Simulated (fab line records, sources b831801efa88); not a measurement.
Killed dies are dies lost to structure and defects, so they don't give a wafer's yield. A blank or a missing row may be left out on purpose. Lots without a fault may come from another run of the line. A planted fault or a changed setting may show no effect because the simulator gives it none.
fab line records | flow sky130
record lots=5 wafers=15 last_day=50
route steps=708 shown SONOS_TUNNEL@160 SONOS_ONO@168 GATE_OXIDE@187 PAD_OPEN@708
lots that met no fault: from a run of the same line without faults
start_h: hours from the record's first day to the start of the lot's first wafer shown | wait_h: hours since the lot's step before | " the same as in the row above | L1.1+2: a row that stands for several wafers | - no value, or no start given | * or withheld: withheld | < > ~ a bound
route shown NAME@n: a module of which the file shows steps, and the number in the route of the first | usual: mean/standard deviation of fault-free wafers | same: alike in all rows | chamber/n: place in a boat | sites: the reading at each site | _std_site: their standard deviation | _edge_site: outer sites' mean less inner sites' | radius_mm: how far each site lies from the wafer's centre | mask NAME#n: copy n | behind: the tool/chamber that last shaped the wafer | hold: why the lot was held/for how many hours/how that ended | device: the transistor (n, p or np) that didn't switch | end of line: the same wafers' tests at the end of the route | a step without rows: its recipe alone | killed: dies lost to structure and defects at the first sort, not the wafer's yield | map: a wafer's dies, x killed, . not, _ none there
set.NAME: the setting as run; set.NAME@STEP: as run at that earlier step | model.NAME: the simulator's own value behind a step, which no gauge read
lots at some steps of the route; a table a step, a row a wafer
services: from which hour (start_h, from the record's first day; less than 0 if before it) a tool's chamber was out of use, for how many hours, and why
## steps
# step SKY_SONOS_TUNNEL_DEVELOP_06
# recipe resist=NOVOLAK developer=TMAH develop_time_s=60 dev_temp_c=23
# step SKY_SONOS_TUNNEL_CD_MEAS_07
# recipe target_cd_nm=410
# usual cd_nm=409.2/1.9
# columns lot.wafer tool chamber start_h wait_h cd_nm
L826.4 cd_sem-02 - 271.79 0.1 409.6
L826.5 " - " " 408.5
L826.6 " - " " 406.6
L827.1 cd_sem-01 - 282.90 0.1 407.6
L827.3 " - " " 406.8
L827.6 " - " " 408.0
L837.1 cd_sem-02 - 354.35 0.1 407.8
L837.4 " - " " 408.8
L837.5 " - " " 408.8
L844.1 cd_sem-01 - 405.53 0.1 412.3
L844.3 " - " " 413.8
L844.4 " - " " 413.5
L847.2 cd_sem-02 - 435.40 0.1 408.5
L847.3 " - " " 408.4
L847.4 " - " " 409.4
# step SKY_SONOS_TUNNEL_OVL_MEAS_08
# usual SONOS_TUNNEL_OVL=-0.3/1.4
# columns lot.wafer tool chamber start_h wait_h SONOS_TUNNEL_OVL[nm]
L826.4 overlay-01 - 271.87 0.1 -0.4
L826.5 " - " " 0.9
L826.6 " - " " -0.2
L827.1 overlay-02 - 283.02 0.1 0.8
L827.3 " - " " -0.1
L827.6 " - " " 0.2
L837.1 overlay-02 - 354.47 0.1 -1.2
L837.4 " - " " 0.5
L837.5 " - " " 0.7
L844.1 overlay-01 - 405.65 0.1 0.3
L844.3 " - " " -0.2
L844.4 " - " " 1.1
L847.2 overlay-01 - 435.51 0.1 -2.4
L847.3 " - " " -2.3
L847.4 " - " " -1.0
# step SKY_SONOS_TUNNEL_IMPLANT_09
# recipe species=B energy_kev=20 dose_cm2=1e+12 tilt_deg=withheld
# step SKY_SONOS_TUNNEL_WET_ETCH_10
# recipe chemistry=dHF target_depth_nm=14 target=SiO2 dilution=100:1 temp_c=25 time_s=280
# step SKY_SONOS_TUNNEL_STRIP_11
# recipe chemistry=SPM time_s=600 temp_c=130
# step SKY_SONOS_TUNNEL_TW_MEAS_12
# usual SONOS_TUNNEL_TW=198.0/1.5
# columns lot.wafer tool chamber start_h wait_h SONOS_TUNNEL_TW
L826.4 film_metro-01 - 272.51 0.0 196.9
L826.5 " - " " 197.7
L826.6 " - " " 197.8
L827.1 film_metro-02 - 283.50 0.0 197.9
L827.3 " - " " 196.9
L827.6 " - " " 198.9
L837.1 film_metro-02 - 354.92 0.0 199.4
L837.4 " - " " 198.5
L837.5 " - " " 199.2
L844.1 film_metro-01 - 406.10 0.0 198.1
L844.3 " - " " 198.1
L844.4 " - " " 196.8
L847.2 film_metro-01 - 435.97 0.0 198.4
L847.3 " - " " 198.1
L847.4 " - " " 197.3
# step SKY_SONOS_TUNNEL_CLEAN_13
# recipe chemistry=dHF time_s=20 dilution=100:1 dry=ipa_marangoni
# step SKY_SONOS_ONO_OXIDATION_00
# recipe temp_c=800 ambient=O2 idle_temp_c=700 ramp_up_c_per_min=10 ramp_down_c_per_min=3 stabilise_s=600 purge_s=300 target_thk_a=26 ox_time_s=1249
# step SKY_SONOS_ONO_THK_MEAS_01
# recipe reads=SiO2_of_SONOS_ONO_OXIDATION_00
# usual SONOS_ONO_OXIDATION_THK=2.59/0.061
# columns lot.wafer tool chamber start_h wait_h SONOS_ONO_OXIDATION_THK[nm]
L826.4 film_metro-03 - 275.75 0.0 2.51
L826.5 " - " " 2.55
L826.6 " - " " 2.58
L827.1 film_metro-02 - 284.92 0.0 2.55
L827.3 " - " " 2.65
L827.6 " - " " 2.64
L837.1 film_metro-04 - 357.91 0.0 2.65
L837.4 " - " " 2.65
L837.5 " - " " 2.62
L844.1 film_metro-04 - 408.57 0.0 2.54
L844.3 " - " " 2.58
L844.4 " - " " 2.55
L847.2 film_metro-03 - 439.23 0.0 2.46
L847.3 " - " " 2.48
L847.4 " - " " 2.51
# step SKY_SONOS_ONO_CVD_02
# recipe material=Si3N4 precursor=DCS/NH3 target_thk_nm=10.5 temp_c=770 time_s=180 pressure_mtorr=250
# step SKY_SONOS_ONO_THK_MEAS_03
# recipe reads=Si3N4_of_SONOS_ONO_CVD_02
# usual SONOS_ONO_CVD_02_THK=10.44/0.14
# columns lot.wafer tool chamber start_h wait_h SONOS_ONO_CVD_02_THK[nm]
L826.4 film_metro-02 - 277.53 0.0 10.49
L826.5 " - " " 10.37
L826.6 " - " " 10.56
L827.1 film_metro-02 - 288.45 0.0 10.49
L827.3 " - " " 10.61
L827.6 " - " " 10.36
L837.1 film_metro-04 - 359.02 0.0 10.39
L837.4 " - " " 10.29
L837.5 " - " " 10.33
L844.1 film_metro-04 - 412.02 0.0 10.20
L844.3 " - " " 10.14
L844.4 " - " " 10.29
L847.2 film_metro-03 - 440.93 0.0 10.46
L847.3 " - " " 10.34
L847.4 " - " " 10.36
# step SKY_SONOS_ONO_CVD_04
# recipe material=SiO2 precursor=SiH4/N2O target_thk_nm=5.7199 temp_c=900 pressure_mtorr=400
# usual spike_tc_bottom_C=915.6/1.4 spike_tc_centre_C=900.6/1.6 spike_tc_lower_C=901.8/1.2 zone_power_bottom_pct=24.6/0.43 zone_power_centre_pct=19.3/0.99 zone_power_lower_pct=18.4/1.5 zone_power_top_pct=28.9/1.4
# same time_s=900
# columns lot.wafer tool chamber start_h wait_h spike_tc_bottom_C spike_tc_centre_C spike_tc_lower_C zone_power_bottom_pct zone_power_centre_pct zone_power_lower_pct zone_power_top_pct model.SiO2_of_SONOS_ONO_CVD_04.thk_nm
L826.4 lpcvd-03 1 277.56 0.0 913.9 902.4 901.7 24.7 18.6 17.1 27.9 5.766
L826.5 " 1 " " 914.0 903.4 902.5 24.9 18.6 17.1 28.2 5.864
L826.6 " 1 " " 914.8 901.5 902.0 24.8 18.3 16.7 27.9 5.954
L827.1 lpcvd-03 1 288.51 0.1 914.3 903.2 901.3 24.8 18.6 16.9 28.1 5.415
L827.3 " 1 " " 915.9 901.4 900.6 25.1 18.2 16.9 28.0 5.522
L827.6 " 1 " " 916.2 900.7 902.7 24.9 18.5 17.0 27.3 5.486
L837.1 lpcvd-03 0 359.08 0.1 909.9 895.7 938.9 19.4 13.3 36.6 30.6 7.155
L837.4 " 0 " " 911.5 893.2 937.2 19.1 13.4 36.4 30.4 7.406
L837.5 " 0 " " 911.1 894.5 937.7 19.7 13.2 35.6 30.4 7.382
L844.1 lpcvd-03 0 412.08 0.1 917.4 899.7 903.6 24.4 20.3 20.5 31.1 5.89
L844.3 " 0 " " 917.1 899.6 903.3 24.0 20.4 20.0 31.0 5.935
L844.4 " 0 " " 914.7 900.3 904.2 24.4 20.6 20.4 30.2 5.912
L847.2 lpcvd-03 0 440.98 0.0 915.5 898.7 903.7 24.3 20.5 19.9 30.4 5.706
L847.3 " 0 " " 919.0 900.0 904.0 24.1 20.3 20.5 30.0 5.661
L847.4 " 0 " " 917.5 899.2 901.6 24.1 20.6 20.2 30.3 5.695
# step SKY_SONOS_ONO_THK_MEAS_05
# recipe reads=SiO2_of_SONOS_ONO_CVD_04
# usual SONOS_ONO_CVD_04_THK=5.77/0.12
# columns lot.wafer tool chamber start_h wait_h SONOS_ONO_CVD_04_THK[nm]
L826.4 film_metro-02 - 278.84 0.0 5.80
L826.5 " - " " 5.80
L826.6 " - " " 6.01
L827.1 film_metro-02 - 289.76 0.0 5.45
L827.3 " - " " 5.51
L827.6 " - " " 5.41
L837.1 film_metro-02 - 360.33 0.0 7.15
L837.4 " - " " 7.39
L837.5 " - " " 7.40
L844.1 film_metro-02 - 413.33 0.0 5.91
L844.3 " - " " 6.00
L844.4 " - " " 5.96
L847.2 film_metro-04 - 442.24 0.0 5.73
L847.3 " - " " 5.67
L847.4 " - " " 5.69
# step SKY_SONOS_ONO_DEHYDRATE_06
# recipe temp_c=200 time_s=60
# step SKY_SONOS_ONO_HMDS_07
# recipe prime_time_s=60 prime_temp_c=120
# step SKY_SONOS_ONO_COAT_08
# recipe resist=NOVOLAK spin_rpm=3000 resist_thk_nm=1140
# step SKY_SONOS_ONO_SOFTBAKE_09
# recipe temp_c=90 time_s=60 resist=NOVOLAK
# step SKY_SONOS_ONO_EXPOSE_10
# recipe mask_id=ONOM target_cd_nm=410 na=0.6 source_shape=conventional sigma_outer=0.6 dose_mj=150
# step SKY_SONOS_ONO_PEB_11
# recipe temp_c=withheld time_s=* resist=NOVOLAK
# step SKY_SONOS_ONO_DEVELOP_12
# recipe develop_time_s=60 dev_temp_c=23
# step SKY_SONOS_ONO_CD_MEAS_13
# recipe target_cd_nm=410
# usual cd_nm=410.5/2.5
# columns lot.wafer tool chamber start_h wait_h cd_nm
L826.4 cd_sem-01 - 303.76 0.1 407.9
L826.5 " - " " 408.9
L826.6 " - " " 406.9
L827.1 cd_sem-01 - 315.05 0.1 411.7
L827.3 " - " " 413.6
L827.6 " - " " 413.5
L837.1 cd_sem-02 - 388.68 0.1 406.9
L837.4 " - " " 406.4
L837.5 " - " " 407.4
L844.1 cd_sem-02 - 443.78 0.1 410.8
L844.3 " - " " 410.0
L844.4 " - " " 411.0
L847.2 cd_sem-01 - 472.83 0.1 411.7
L847.3 " - " " 411.7
L847.4 " - " " 411.3
# step SKY_SONOS_ONO_OVL_MEAS_14
# usual SONOS_ONO_OVL=0.5/1.4
# columns lot.wafer tool chamber start_h wait_h SONOS_ONO_OVL[nm]
L826.4 overlay-01 - 303.84 0.1 -0.3
L826.5 " - " " -2.3
L826.6 " - " " -0.5
L827.1 overlay-01 - 315.17 0.1 2.3
L827.3 " - " " 1.7
L827.6 " - " " 0.9
L837.1 overlay-01 - 388.80 0.1 -0.4
L837.4 " - " " 1.8
L837.5 " - " " -0.9
L844.1 overlay-01 - 443.90 0.1 -0.9
L844.3 " - " " -1.5
L844.4 " - " " -1.4
L847.2 overlay-02 - 472.94 0.1 1.7
L847.3 " - " " 1.1
L847.4 " - " " 1.4
# step SKY_SONOS_ONO_ETCH_15
# recipe target_depth_nm=19.52 chemistry=CHF3/O2 source_w=600 bias_w=200 pressure_mtorr=40 chf3_flow_sccm=50 O2_flow_sccm=5 time_s=7.8
# usual drypump_motor_current_A=5.5/0.48 oes_product_au=0.998/0.0092 rf_fwd_power_W=589/3.4 throttle_valve_pct=8.825/0.0087
# same time_s=7.8
# columns lot.wafer tool chamber start_h wait_h drypump_motor_current_A oes_product_au rf_fwd_power_W rf_hours_counter_h throttle_valve_pct
L826.4 rie_diel-04 0 303.86 0.0 5.1 1.005 581 98 8.826
L826.5 " 1 " " 5.8 1.008 594 - 8.836
L826.6 " 2 " " 5.1 1.008 591 - 8.816
L827.1 rie_diel-01 2 315.21 0.0 5.8 1.014 586 5 8.826
L827.3 " 3 " " 4.8 0.991 585 8 8.821
L827.6 " 0 " " 6.0 1.007 593 - 8.813
L837.1 rie_diel-01 0 388.84 0.0 6.0 1.002 591 76 8.819
L837.4 " 2 " " 5.9 1.009 585 6 8.823
L837.5 " 3 " " 4.8 0.983 583 - 8.806
L844.1 rie_diel-02 1 443.94 0.0 5.0 1.000 591 26 8.823
L844.3 " 2 " " 6.0 0.994 585 21 8.824
L844.4 " 3 " " 5.0 0.991 589 46 8.831
L847.2 rie_diel-04 3 472.97 0.0 6.0 1.010 589 8 8.829
L847.3 " 1 " " 5.8 1.008 594 4 8.828
L847.4 " 1 " " 5.8 1.000 596 - 8.826
# step SKY_SONOS_ONO_WET_ETCH_16
# recipe chemistry=dHF target_depth_nm=14 dry=n2_spin target=SiO2 dilution=100:1 temp_c=25 time_s=280
# step SKY_SONOS_ONO_STRIP_17
# recipe chemistry=O2/N2 power_w=1400 pressure_mtorr=1500 platen_temp_c=withheld o2_flow_sccm=3000 n2_flow_sccm=300 overash_fraction=0.5
# usual drypump_motor_current_A=5.5/0.32 oes_product_au=0.710/0.005 strip_time_to_endpoint_s=14.13/0.041
# columns lot.wafer tool chamber start_h wait_h drypump_motor_current_A oes_product_au rf_hours_counter_h strip_time_to_endpoint_s
L826.4 plasma_asher-03 1 304.00 0.0 5.7 0.707 - 14.15
L826.5 " 0 " " 5.6 0.703 - 14.16
L826.6 " 1 " " 5.7 0.711 - 14.16
L827.1 plasma_asher-03 1 315.31 0.0 5.7 0.707 19 14.10
L827.3 " 0 " " 5.6 0.708 - 14.07
L827.6 " 1 " " 5.7 0.714 - 14.11
L837.1 plasma_asher-03 0 388.95 0.0 5.6 0.702 26 14.14
L837.4 " 1 " " 5.7 0.702 - 14.13
L837.5 " 1 " " 5.7 0.721 - 14.18
L844.1 plasma_asher-03 1 444.05 0.0 5.7 0.711 31 14.12
L844.3 " 1 " " 5.7 0.705 - 14.08
L844.4 " 0 " " 5.6 0.704 - 14.11
L847.2 plasma_asher-01 0 473.08 0.0 5.4 0.712 66 14.12
L847.3 " 0 " " 5.4 0.720 - 14.10
L847.4 " 1 " " 4.9 0.702 - 14.09
# step SKY_SONOS_ONO_WET_ETCH_18
# recipe chemistry=H3PO4 target_depth_nm=15 target=Si3N4 temp_c=160 time_s=172
# step SKY_GATE_OXIDE_CLEAN_00
# recipe chemistry=SC1/SC2 mix=1:4:20 temp_c=70 time_s=150 dry=n2_spin
# step SKY_GATE_OXIDE_OXIDATION_01
# recipe temp_c=900 ambient=O2 stabilise_s=600 purge_s=300 target_thk_a=102.68 ox_time_s=1473
# step SKY_GATE_OXIDE_THK_MEAS_02
# recipe reads=SiO2_of_GATE_OXIDE_OXIDATION_01
# usual GATE_OXIDE_OXIDATION_00_THK=10.27/0.2
# columns lot.wafer tool chamber start_h wait_h GATE_OXIDE_OXIDATION_00_THK[nm]
L826.4 film_metro-02 - 305.62 0.0 10.44
L826.5 " - " " 10.36
L826.6 " - " " 10.37
L827.1 film_metro-01 - 319.31 0.0 10.30
L827.3 " - " " 10.32
L827.6 " - " " 10.42
L837.1 film_metro-01 - 390.94 0.0 10.37
L837.4 " - " " 10.30
L837.5 " - " " 10.30
L844.1 film_metro-04 - 445.67 0.0 10.39
L844.3 " - " " 10.36
L844.4 " - " " 10.32
L847.2 film_metro-01 - 474.71 0.0 10.34
L847.3 " - " " 10.21
L847.4 " - " " 10.23
# step SKY_GATE_OXIDE_DEHYDRATE_03
# recipe temp_c=200 time_s=60
# step SKY_GATE_OXIDE_HMDS_04
# recipe prime_time_s=60 prime_temp_c=120
# step SKY_GATE_OXIDE_COAT_05
# recipe resist=NOVOLAK spin_rpm=3000 resist_thk_nm=1140
# step SKY_GATE_OXIDE_SOFTBAKE_06
# recipe temp_c=90 time_s=60 resist=NOVOLAK
# step SKY_GATE_OXIDE_EXPOSE_07
# recipe mask_id=LVOM na=0.6 source_shape=conventional sigma_outer=0.6 polarization=unpolarized target_cd_nm=600 dose_mj=170
# step SKY_GATE_OXIDE_PEB_08
# recipe temp_c=withheld time_s=* resist=NOVOLAK
# step SKY_GATE_OXIDE_DEVELOP_09
# recipe resist=NOVOLAK developer=TMAH develop_time_s=60 dev_temp_c=23
# step SKY_GATE_OXIDE_OVL_MEAS_10
# usual GATE_OXIDE_OVL=0.4/1.6
# columns lot.wafer tool chamber start_h wait_h GATE_OXIDE_OVL[nm]
L826.4 overlay-02 - 332.00 0.1 1.8
L826.5 " - " " 1.0
L826.6 " - " " 0.0
L827.1 overlay-01 - 345.80 0.1 -1.2
L827.3 " - " " 0.3
L827.6 " - " " 0.9
L837.1 overlay-01 - 420.10 0.1 2.1
L837.4 " - " " 2.6
L837.5 " - " " 0.5
L844.1 overlay-02 - 476.51 0.1 0.5
L844.3 " - " " 0.5
L844.4 " - " " 0.4
L847.2 overlay-02 - 505.69 0.1 1.7
L847.3 " - " " 0.8
L847.4 " - " " -0.7
# step SKY_GATE_OXIDE_IMPLANT_11
# recipe species=B energy_kev=10 dose_cm2=2.6e+12 tilt_deg=withheld
# step SKY_GATE_OXIDE_WET_ETCH_12
# recipe chemistry=dHF target_depth_nm=16.8 dry=n2_spin target=SiO2 dilution=100:1 temp_c=25 time_s=336
# step SKY_GATE_OXIDE_STRIP_13
# recipe chemistry=O2/N2 power_w=1400 pressure_mtorr=1500 platen_temp_c=withheld o2_flow_sccm=3000 n2_flow_sccm=300 overash_fraction=0.5
# usual drypump_motor_current_A=5.3/0.31 oes_product_au=0.716/0.0046 strip_time_to_endpoint_s=14.18/0.032
# columns lot.wafer tool chamber start_h wait_h drypump_motor_current_A oes_product_au rf_hours_counter_h strip_time_to_endpoint_s
L826.4 plasma_asher-01 0 332.30 0.0 5.4 0.718 - 14.16
L826.5 " 0 " " 5.4 0.716 - 14.18
L826.6 " 1 " " 4.9 0.717 - 14.22
L827.1 plasma_asher-01 0 346.09 0.0 5.4 0.718 53 14.23
L827.3 " 0 " " 5.4 0.709 - 14.20
L827.6 " 0 " " 5.4 0.714 - 14.24
L837.1 plasma_asher-01 1 420.39 0.0 4.9 0.717 60 14.16
L837.4 " 1 " " 4.9 0.716 - 14.22
L837.5 " 1 " " 4.9 0.713 - 14.18
L844.1 plasma_asher-04 1 476.80 0.0 5.4 0.720 79 14.19
L844.3 " 1 " " 5.4 0.714 - 14.23
L844.4 " 0 " " 5.1 0.710 - 14.24
L847.2 plasma_asher-03 0 505.97 0.0 5.6 0.713 38 14.20
L847.3 " 1 " " 5.7 0.715 - 14.22
L847.4 " 0 " " 5.6 0.713 - 14.19
# step SKY_GATE_OXIDE_TW_MEAS_14
# usual GATE_OXIDE_TW=225.6/1.1
# columns lot.wafer tool chamber start_h wait_h GATE_OXIDE_TW
L826.4 film_metro-02 - 332.40 0.1 226.1
L826.5 " - " " 224.8
L826.6 " - " " 225.5
L827.1 film_metro-04 - 346.19 0.1 224.6
L827.3 " - " " 224.5
L827.6 " - " " 225.8
L837.1 film_metro-02 - 420.49 0.1 225.1
L837.4 " - " " 226.9
L837.5 " - " " 225.9
L844.1 film_metro-04 - 476.90 0.1 226.4
L844.3 " - " " 225.3
L844.4 " - " " 225.5
L847.2 film_metro-01 - 506.08 0.1 224.4
L847.3 " - " " 225.1
L847.4 " - " " 224.8
# step SKY_GATE_OXIDE_CLEAN_15
# recipe chemistry=SC1/SC2 mix=1:4:20 temp_c=70 time_s=150 dry=n2_spin
# usual bath_heat_duty_pct=13.5/1.2
# same time_s=150
# columns lot.wafer tool chamber start_h wait_h bath_heat_duty_pct model.SiO2_of_SONOS_ONO_CVD_04.thk_nm
L826.4 wet_bench-02 3 332.43 0.0 13.2 4.248
L826.5 " 3 " " 13.2 4.35
L826.6 " 3 " " 13.8 4.439
L827.1 wet_bench-02 1 346.25 0.1 14.8 3.879
L827.3 " 1 " " 12.5 3.992
L827.6 " 1 " " 14.6 3.953
L837.1 wet_bench-01 1 420.55 0.1 13.7 5.638
L837.4 " 1 " " 13.4 5.889
L837.5 " 1 " " 14.0 5.859
L844.1 wet_bench-02 3 476.96 0.1 13.3 4.374
L844.3 " 3 " " 11.8 4.425
L844.4 " 3 " " 14.4 4.406
L847.2 wet_bench-04 3 506.13 0.0 13.2 4.186
L847.3 " 3 " " 14.4 4.141
L847.4 " 3 " " 13.4 4.175
# step SKY_PAD_OPEN_PROBE_99
# usual killed_at_M0_to_M3=43/6.9 killed_at_M4_up=3.1/1.8 killed_at_contacts=24/5.1 killed_at_front_end=15/4.8 killed_at_other=0.3/0.48 killed_dies=86/8.9 killed_on_rim=18/3.8 killed_open=47/6.8 killed_short=39/6.3
# same gross_dies=492 killed_at_back_side=0
# columns lot.wafer tool chamber start_h wait_h killed_at_M0_to_M3 killed_at_M4_up killed_at_contacts killed_at_front_end killed_at_other killed_dies killed_on_rim killed_open killed_short model.etest.sonos_erased.drive_ua_um model.etest.sonos_uncharged.r_on_ohm_um model.etest.sonos_programmed.off_log10_a_um model.etest.cap_ono.gate_bv_v model.etest.cap_ono.tox_acc_nm model.etest.cap_ono.under_floor model.etest.sonos_programmed.vt_v model.etest.sonos_erased.vt_v
L826.4 prober-02 - 1097.16 0.2 51 2 19 14 0 86 18 48 38 193.2 820.6 -14.04 16.14 12.85 0 1.487 -2.301
L826.5 prober-02 - 1097.21 0.2 46 5 26 12 0 89 14 55 34 169.4 806.9 -13.9 16.58 12.95 0 1.415 -2.226
L826.6 prober-02 - 1097.26 0.2 49 7 29 10 0 95 21 56 39 199.8 821.1 -13.89 16.68 13.16 0 1.316 -2.199
L827.1 prober-01 - 1103.09 0.1 38 1 23 20 0 82 20 53 29 181.5 810.3 -14.11 15.87 12.53 0 1.635 -2.377
L827.3 prober-01 - 1103.19 0.2 39 4 21 11 0 75 14 36 39 208.4 814.9 -13.88 17.22 12.76 0 1.499 -2.33
L827.6 prober-01 - 1103.34 0.2 37 4 17 21 0 79 14 44 35 173 805.3 -13.94 16.44 12.66 0 1.608 -2.323
L837.1 prober-01 - 1154.33 0.1 58 4 20 16 0 98 26 55 43 85.53 859.3 -10.72 17.44 14.37 0 0.6358 -1.343
L837.4 prober-01 - 1154.48 0.2 43 6 24 15 1 89 15 50 39 77.1 869.7 -8.913 17.84 14.53 1 0.4491 -1.236
L837.5 prober-01 - 1154.53 0.2 44 2 26 13 1 86 23 46 40 85.32 880.9 -9.396 18.04 14.56 1 0.5061 -1.238
L844.1 prober-02 - 1189.02 0.1 47 3 20 18 0 88 16 42 46 192.6 805.9 -13.92 16.29 12.91 0 1.4 -2.304
L844.3 prober-02 - 1189.12 0.2 58 5 24 13 0 100 20 60 39 214.2 806.4 -14.04 16.08 12.87 0 1.443 -2.328
L844.4 prober-02 - 1189.17 0.2 42 1 20 18 0 81 15 44 37 185.7 810.5 -13.9 16.16 12.91 0 1.423 -2.277
L847.2 prober-01 - 1197.95 0.1 49 1 26 18 0 94 16 44 50 232.7 797.7 -14.16 16.06 12.69 0 1.469 -2.437
L847.3 prober-01 - 1198.00 0.2 50 3 18 18 0 89 19 47 42 177.9 805.6 -13.86 16.11 12.62 0 1.539 -2.401
L847.4 prober-01 - 1198.05 0.2 35 5 25 17 0 82 18 42 39 182.1 795.2 -13.9 16.28 12.77 0 1.514 -2.357
# killed by level:class
L826.4 VIA1:geometric_particle:open=17 VIA3:geometric_particle:open=8 METAL2:geometric_particle:short=7 LI_CONTACT:geometric_particle:open=6 FIELD_ISO:geometric_particle:short=4 POLY_GATE:geometric_particle:open=4 LOCAL_INTERCONNECT:geometric_particle:short=4 CONTACT:geometric_particle:open=4
L826.5 CONTACT:geometric_particle:open=11 VIA3:geometric_particle:open=10 VIA1:geometric_particle:open=8 LI_CONTACT:geometric_particle:open=7 METAL1:geometric_particle:short=7 VIA2:geometric_particle:open=6 METAL4:geometric_particle:short=4 VIA1:geometric_particle:short=4
L826.6 VIA3:geometric_particle:open=10 VIA2:geometric_particle:open=9 LI_CONTACT:geometric_particle:open=8 VIA1:geometric_particle:open=8 CONTACT:geometric_particle:short=7 CONTACT:geometric_particle:open=7 METAL2:geometric_particle:short=5 METAL4:geometric_particle:short=5
L827.1 CONTACT:geometric_particle:open=12 VIA1:geometric_particle:open=12 POLY_GATE:geometric_particle:short=7 VIA3:geometric_particle:open=7 POLY_GATE:geometric_particle:open=4 LI_CONTACT:geometric_particle:open=4 METAL1:geometric_particle:short=4 FIELD_ISO:geometric_particle:open=3
L827.3 VIA1:geometric_particle:open=9 LOCAL_INTERCONNECT:geometric_particle:short=7 LI_CONTACT:geometric_particle:open=7 METAL2:geometric_particle:short=7 METAL3:geometric_particle:short=6 CONTACT:geometric_particle:open=5 METAL1:geometric_particle:short=4 FIELD_ISO:geometric_particle:open=3
L827.6 LI_CONTACT:geometric_particle:open=9 VIA1:geometric_particle:open=6 METAL2:geometric_particle:short=6 VIA3:geometric_particle:open=6 METAL3:geometric_particle:short=5 VIA2:geometric_particle:open=5 FIELD_ISO:geometric_particle:short=4 METAL4:geometric_particle:short=4
L837.1 VIA1:geometric_particle:open=16 LI_CONTACT:geometric_particle:open=11 VIA1:geometric_particle:short=7 FIELD_ISO:geometric_particle:short=6 METAL2:geometric_particle:short=6 VIA2:geometric_particle:open=6 VIA3:geometric_particle:open=6 CONTACT:geometric_particle:open=5
L837.4 VIA1:geometric_particle:open=14 CONTACT:geometric_particle:open=10 FIELD_ISO:geometric_particle:short=7 VIA2:geometric_particle:open=7 LI_CONTACT:geometric_particle:open=6 VIA3:geometric_particle:open=6 METAL4:geometric_particle:short=6 POLY_GATE:geometric_particle:short=5
L837.5 CONTACT:geometric_particle:open=11 VIA1:geometric_particle:short=7 VIA2:geometric_particle:open=6 LI_CONTACT:geometric_particle:open=6 VIA1:geometric_particle:open=6 METAL2:geometric_particle:short=6 VIA3:geometric_particle:open=5 POLY_GATE:geometric_particle:open=4
L844.1 VIA1:geometric_particle:open=8 CONTACT:geometric_particle:open=8 FIELD_ISO:geometric_particle:short=7 VIA2:geometric_particle:open=6 METAL1:geometric_particle:short=6 VIA3:geometric_particle:open=6 VIA1:geometric_particle:short=5 FIELD_ISO:geometric_particle:open=4
L844.3 VIA1:geometric_particle:open=15 CONTACT:geometric_particle:open=12 METAL1:geometric_particle:short=10 VIA3:geometric_particle:open=6 LI_CONTACT:geometric_particle:open=5 METAL2:geometric_particle:short=5 VIA2:geometric_particle:open=5 FIELD_ISO:geometric_particle:open=4
L844.4 VIA1:geometric_particle:open=11 LOCAL_INTERCONNECT:geometric_particle:short=7 VIA2:geometric_particle:open=7 VIA3:geometric_particle:open=5 LI_CONTACT:geometric_particle:open=5 FIELD_ISO:geometric_particle:short=4 POLY_GATE:geometric_particle:short=4 CONTACT:geometric_particle:open=4
L847.2 METAL2:geometric_particle:short=11 VIA1:geometric_particle:open=8 LOCAL_INTERCONNECT:geometric_particle:short=7 METAL1:geometric_particle:short=6 CONTACT:geometric_particle:open=6 CONTACT:geometric_particle:short=5 VIA2:geometric_particle:open=5 VIA3:geometric_particle:open=5
L847.3 VIA1:geometric_particle:open=10 CONTACT:geometric_particle:open=8 METAL2:geometric_particle:short=8 METAL1:geometric_particle:short=7 METAL3:geometric_particle:short=6 FIELD_ISO:geometric_particle:open=5 VIA3:geometric_particle:open=5 VIA2:geometric_particle:open=5
L847.4 VIA1:geometric_particle:open=9 LI_CONTACT:geometric_particle:open=8 METAL2:geometric_particle:short=7 FIELD_ISO:geometric_particle:short=6 POLY_GATE:geometric_particle:short=6 CONTACT:geometric_particle:open=6 VIA2:geometric_particle:open=6 VIA3:geometric_particle:open=5
## services
# columns tool chamber start_h hours kind
rie_diel-04 - 277.11 1.4 repair
wet_bench-04 - 287.16 2.3 repair
rie_diel-04 3 288.27 4.8 repair
rie_diel-02 0 297.53 28.9 repair
rie_diel-02 - 322.08 2.7 repair
plasma_asher-03 - 322.17 3.6 repair
rie_diel-01 - 335.10 0.3 repair
lpcvd-03 - 339.47 6.0 pm
plasma_asher-03 - 340.89 4.2 repair
wet_bench-02 - 340.93 1.4 repair
rie_diel-02 2 357.06 22.8 repair
rie_diel-01 - 377.16 2.8 pm
plasma_asher-01 - 408.61 0.6 repair
rie_diel-01 0 433.67 7.4 repair
rie_diel-04 - 434.17 14.6 pm
rie_diel-02 0 435.25 7.2 repair
wet_bench-02 - 444.27 12.2 repair
rie_diel-01 0 455.55 8.2 repair
rie_diel-04 0 459.46 9.3 repair
wet_bench-02 - 460.38 1.5 repair
rie_diel-04 0 468.72 - clean
rie_diel-04 0 468.72 17.2 scheduled_down
rie_diel-04 0 468.72 17.2 vent_cycle
rie_diel-01 3 486.22 7.7 repair
## key
first_sign step=SKY_SONOS_ONO_CVD_04 reading=spike_tc_lower_C direction=up sigmas=31 usual=901.8 struck=937.9
effect step=SKY_SONOS_ONO_CVD_04 reading=zone_power_bottom_pct direction=down sigmas=12 usual=24.6 struck=19.4
effect step=SKY_SONOS_ONO_THK_MEAS_05 reading=SONOS_ONO_CVD_04_THK direction=up sigmas=13 usual=5.77 struck=7.31
model_effect step=SKY_SONOS_ONO_CVD_04 value=SiO2_of_SONOS_ONO_CVD_04.thk_nm without=5.838 struck=7.314
model_effect step=SKY_GATE_OXIDE_CLEAN_15 value=SiO2_of_SONOS_ONO_CVD_04.thk_nm without=4.32 struck=5.795
model_effect step=SKY_PAD_OPEN_PROBE_99 value=etest.sonos_erased.drive_ua_um without=171.1 struck=82.65
met_at SKY_SONOS_ONO_CVD_04
struck_wafers L837.1,L837.4,L837.5
tester_left_out L837
fault kind=process_parameter_drift tool=lpcvd-03 chamber=0 onset_h=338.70 steps=SKY_SONOS_ONO_CVD_04 channel=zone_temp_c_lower offset=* shape=step end_h=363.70
# tester_left_out: of these lots the tester's yield and bins aren't shown, on N5 and GAA mostly nor the transistor test; their killed dies are dies lost to structure and defects alone, not to doping, threshold or leakage, so they don't give the yield
